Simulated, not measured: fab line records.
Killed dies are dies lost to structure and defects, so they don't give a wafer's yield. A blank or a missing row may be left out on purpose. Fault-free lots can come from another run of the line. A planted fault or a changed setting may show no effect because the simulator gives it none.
Matching of chambers :: flow gf180mcu :: 4 sister chambers for GF_V1_CMP_04 on cmp-02
The step polishes SiO2. 7 wafers are shown with their chamber, then 7 later ones without.

== WAFERS WITH THEIR CHAMBER ==
wafer: L932.2
chamber: 1
motorCurrentA (A): 13.7
timeToEndpointS (s): 72

wafer: L932.5
chamber: 2
motorCurrentA (A): 13.1
timeToEndpointS (s): 83

wafer: L939.3
chamber: 1
motorCurrentA (A): 13.8
timeToEndpointS (s): 76

wafer: L940.3
chamber: 3
motorCurrentA (A): 12.5
timeToEndpointS (s): 83

wafer: L940.6
chamber: 0
motorCurrentA (A): 11.9
timeToEndpointS (s): 84

wafer: L945.1
chamber: 0
motorCurrentA (A): 12.0
timeToEndpointS (s): 81

wafer: L945.2
chamber: 2
motorCurrentA (A): 13.4
timeToEndpointS (s): 81

== WAFERS WITH NO CHAMBER GIVEN ==
wafer: L945.4
motorCurrentA (A): 14.2
timeToEndpointS (s): 83

wafer: L946.3
motorCurrentA (A): 13.6
timeToEndpointS (s): 67

wafer: L946.4
motorCurrentA (A): 12.1
timeToEndpointS (s): 73

wafer: L946.5
motorCurrentA (A): 12.5
timeToEndpointS (s): 73

wafer: L947.2
motorCurrentA (A): 13.9
timeToEndpointS (s): 74

wafer: L947.4
motorCurrentA (A): 12.3
timeToEndpointS (s): 82

wafer: L947.6
motorCurrentA (A): 14.4
timeToEndpointS (s): 75

== THE CHAMBER EACH PASSED THROUGH ==
wafer: L945.4
from the rows above: can't be placed: 1 or 2
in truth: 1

wafer: L946.3
from the rows above: 1
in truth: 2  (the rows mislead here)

wafer: L946.4
from the rows above: can't be placed: 0 or 3
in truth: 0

wafer: L946.5
from the rows above: can't be placed: 3 or 0
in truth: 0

wafer: L947.2
from the rows above: 1
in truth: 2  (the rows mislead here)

wafer: L947.4
from the rows above: can't be placed: 3 or 0
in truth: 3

wafer: L947.6
from the rows above: 1
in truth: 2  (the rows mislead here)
Correct placement for 0 of the 7. From these rows, 4 cannot be placed; in 4 the true chamber is one of the candidates. Number placed wrongly: 3.
How it was worked out, from the rows above alone: a wafer's distance from a chamber is the root of the sum, over the readings, of the square of ((its reading less the chamber's mean) divided by the reading's scatter). The wafer belongs to the nearest chamber; if the next one is less than 2 further off, it can't be placed. For every chamber, the mean is computed from those of its wafers that are shown. The scatter: take each reading less its chamber's mean, square it, sum over the shown wafers, divide by the number of wafers less the number of chambers, and take the root.
